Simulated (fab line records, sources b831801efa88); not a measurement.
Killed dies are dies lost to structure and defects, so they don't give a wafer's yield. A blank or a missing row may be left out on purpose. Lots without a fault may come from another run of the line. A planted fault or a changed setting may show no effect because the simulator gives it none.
Which tool did it? | flow sky130 | 15 lots, 45 wafers sampled, at 3 steps of a route of 708

WHAT THE GAUGES READ, wafer by wafer
SKY_NWELL_OVL_MEAS_10. Usual: NWELL_00_OVL -0.3 nm, standard deviation 1.4.
lot  | measured     | on         | NWELL_00_OVL (nm) | flag
L372 | day 4 11:07  | overlay-01 | -2.4 -1.2 -2.9    |
L375 | day 5 02:40  | overlay-01 | -1.6 -2.2 -2.8    |
L378 | day 6 02:10  | overlay-02 | -0.3 1.6 2.0      |
L379 | day 6 07:16  | overlay-01 | 0.1 1.0 1.0       |
L382 | day 6 22:46  | overlay-02 | -2.2 0.5 -1.1     |
L383 | day 7 05:46  | overlay-01 | -2.3 -0.2 -1.4    |
L384 | day 7 12:10  | overlay-02 | -0.3 -0.9 1.2     |
L385 | day 7 16:31  | overlay-01 | -2.2 -2.4 -0.4    |
L386 | day 7 20:34  | overlay-01 | -0.2 1.6 0.2      |
L387 | day 8 06:13  | overlay-02 | 1.6 2.2 1.8       |
L390 | day 8 22:31  | overlay-01 | -2.8 -0.2 -0.4    |
L391 | day 9 02:04  | overlay-02 | -0.8 -0.7 -1.5    |
L392 | day 9 12:11  | overlay-02 | 1.0 1.8 -0.7      |
L393 | day 9 18:07  | overlay-02 | -0.6 -0.7 -0.5    |
L394 | day 10 04:25 | overlay-01 | 1.1 -0.8 -0.5     |

SKY_LDD_LDN_TW_MEAS_13. Usual: LDD_LDN_TW 1478, standard deviation 9.5.
lot  | measured     | on            | LDD_LDN_TW                    | flag
L372 | day 22 21:51 | film_metro-01 | 1469 1468 1473                |
L375 | day 24 19:06 | film_metro-01 | 1474 1476 1476                |
L378 | day 25 15:42 | film_metro-03 | 1484 1492 1493                |
L379 | day 25 17:12 | film_metro-03 | 1486 1488 1491                |
L382 | day 27 04:58 | film_metro-04 | 1462 1467 1466                |
L383 | day 27 10:25 | film_metro-01 | 1347 1359 1345 1352 1354 1353 | OFF
L384 | day 27 09:52 | film_metro-01 | 1481 1478 1478                |
L385 | day 27 20:57 | film_metro-04 | 1343 1343 1342 1344 1347 1344 | OFF
L386 | day 27 17:31 | film_metro-01 | 1356 1363 1357 1353 1358 1361 | OFF
L387 | day 28 04:30 | film_metro-04 | 1468 1473 1478                |
L390 | day 29 04:03 | film_metro-03 | 1488 1491 1500                |
L391 | day 29 08:40 | film_metro-04 | 1466 1462 1474                |
L392 | day 29 18:04 | film_metro-01 | 1476 1475 1476                |
L393 | day 30 06:49 | film_metro-01 | 1478 1481 1484                |
L394 | day 31 03:39 | film_metro-03 | 1483 1478 1485                |

WHICH TOOL RAN EACH LOT (tool, then ch and the chambers of the sampled wafers, then the start)
lot  | SKY_LDD_LDN_IMPLANT_09
L372 | implanter-03 ch 0, day 22 21:20
L375 | implanter-03 ch 0, day 24 18:34
L378 | implanter-04 ch 0, day 25 15:10
L379 | implanter-03 ch 0, day 25 16:40
L382 | implanter-04 ch 0, day 27 04:25
L383 | implanter-03, day 27 09:52
L384 | implanter-04 ch 0, day 27 09:19
L385 | implanter-01, day 27 20:25
L386 | implanter-01, day 27 16:58
L387 | implanter-01 ch 0, day 28 03:58
L390 | implanter-01 ch 0, day 29 03:30
L391 | implanter-01 ch 0, day 29 08:06
L392 | implanter-04 ch 0, day 29 17:33
L393 | implanter-04 ch 0, day 30 06:17
L394 | implanter-01 ch 0, day 31 03:06
- SKY_LDD_LDN_IMPLANT_09

WHAT THE TOOLS THEMSELVES READ (means of the sampled wafers that have a number; where no wafer has one, the mark that the record gives instead)
SKY_LDD_LDN_IMPLANT_09. Usual: beam_energy_keV 15.000, standard deviation 0.0047; beam_on_s 9.99 s, standard deviation 0.22.
lot  | tool         | beam_energy_keV | beam_on_s (s) | flag
L372 | implanter-03 | 15.002          | 10.00         |
L375 | implanter-03 | 15.000          | 9.97          |
L378 | implanter-04 | 15.002          | 10.02         |
L379 | implanter-03 | 15.004          | 10.26         |
L382 | implanter-04 | 15.003          | 9.78          |
L383 | implanter-03 | -               | -             | OFF
L384 | implanter-04 | 14.999          | 9.79          |
L385 | implanter-01 | -               | -             | OFF
L386 | implanter-01 | -               | -             | OFF
L387 | implanter-01 | 14.998          | 10.00         |
L390 | implanter-01 | 14.996          | 10.09         |
L391 | implanter-01 | 15.001          | 9.86          |
L392 | implanter-04 | 14.997          | 10.03         |
L393 | implanter-04 | 15.009          | 9.87          |
L394 | implanter-01 | 15.000          | 9.92          |

THE ANSWER, worked out from the rows above alone
Rule: a lot is off if the mean of its wafers that have a number lies more than 3 standard deviations from the usual mean. A lot without any number at a reading at which 4 lots or more have one is off too. The other lots that the step has rows for count as sound. The gauges are gone through in route order, then the tools' own readings, and for those a lot's mean is taken as printed above. The first step at which some lot is off is used, and at that step the reading that is off furthest; a lot without a number counts as furthest.
Off: L383, L385, L386, at SKY_LDD_LDN_TW_MEAS_13 (LDD_LDN_TW).
A tool fits if, at a process step before that reading, it ran every lot that is off, and no sound lot after the first of them. The gauges at SKY_LDD_LDN_TW_MEAS_13 aren't tried: what is off there is off at SKY_LDD_LDN_IMPLANT_09 too, on other tools, and a gauge's error can't cause that. None of those tried fits.

WHAT THE SIMULATOR HAD PUT IN
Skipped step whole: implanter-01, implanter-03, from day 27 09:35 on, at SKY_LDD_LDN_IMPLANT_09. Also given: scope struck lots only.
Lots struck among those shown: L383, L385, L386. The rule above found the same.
